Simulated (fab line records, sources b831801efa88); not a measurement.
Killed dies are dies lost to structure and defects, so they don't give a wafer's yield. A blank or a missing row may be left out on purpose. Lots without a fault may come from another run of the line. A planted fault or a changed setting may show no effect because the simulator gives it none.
Problem report in the 8D (eight disciplines) form, filled by code | flow sky130 | the parts of the form that need people (team, actions taken, sign-off) are left out

1. THE PROBLEM
developer_temp_C at SKY_SD_P_DEVELOP_06 reads a mean of 20.70 C on 6 wafers of 2 lots; wafers without a fault read 23.00 C with a standard deviation of 0.11. That is -21 standard deviations from the usual mean.
The step: develop time 60 s.
First seen on wafer L137.2, day 27 15:33, on litho_track-03. The record holds 39 wafers of 13 lots with a number at this step. Rule for "out", or "out of limits": more than 4 standard deviations from the usual mean. The other wafers with a number count as sound.

2. WHAT IT IS AND WHAT IT IS NOT
question                    | is                     | is not
which readings at this step | developer_temp_C       | exhaust_pa
which lots                  | L137, L138             | L134, L140, L145, L147, L148, L150, L151, L152, L153, L154, L155
which wafers of those lots  | all that have a number | -
read on which tools         | litho_track-03         | litho_track-01, litho_track-04
when                        | from day 27 15:33      | up to then (3 sound wafers); but 30 sound wafers of L140, L145, L147, L148, L150, L151, L152, L153, L154, L155 came after

3. SUSPECTS, AND WHAT RULES EACH OUT
Counting: a tool at a process step up to the reading stays a suspect if it ran every lot that is out and no sound lot after the first of them.
- litho_track-03 at SKY_SD_P_DEVELOP_06 (develop time 60 s): kept. It ran every lot that is out, first L137 (day 27 15:33), and no sound lot after that; its last sound lot up to then is L134 (day 26 00:23). Its own readings are out on those wafers: developer_temp_C.
Left after counting: litho_track-03 at SKY_SD_P_DEVELOP_06.

4. THE CAUSE (what the simulator had put in)
Process parameter drift: litho_track-03, from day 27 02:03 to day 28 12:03, at SKY_SD_P_DEVELOP_06. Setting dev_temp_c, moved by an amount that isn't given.
Counting left only this tool.

5. THE CHAIN OF EFFECTS, in route order
Each row: a reading whose mean over the struck wafers that have a number lies more than 3 standard deviations from the usual. Only readings for which the record gives a usual standard deviation are gone through. hours: the time from each lot's start at the first step in this table that gives one to its start at this step, as a median over the lots. sigmas: the change in usual standard deviations.
hours | step                | reading          | usual   | on struck wafers | change | sigmas
0     | SKY_SD_P_DEVELOP_06 | developer_temp_C | 23.00 C | 20.70            | -2.30  | -21
The process steps in it:
- SKY_SD_P_DEVELOP_06: develop time 60 s.

6. WHAT WOULD HAVE CAUGHT IT SOONER
In this record the first reading out of limits was taken at day 27 15:33, 14 hours after the fault began at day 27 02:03.
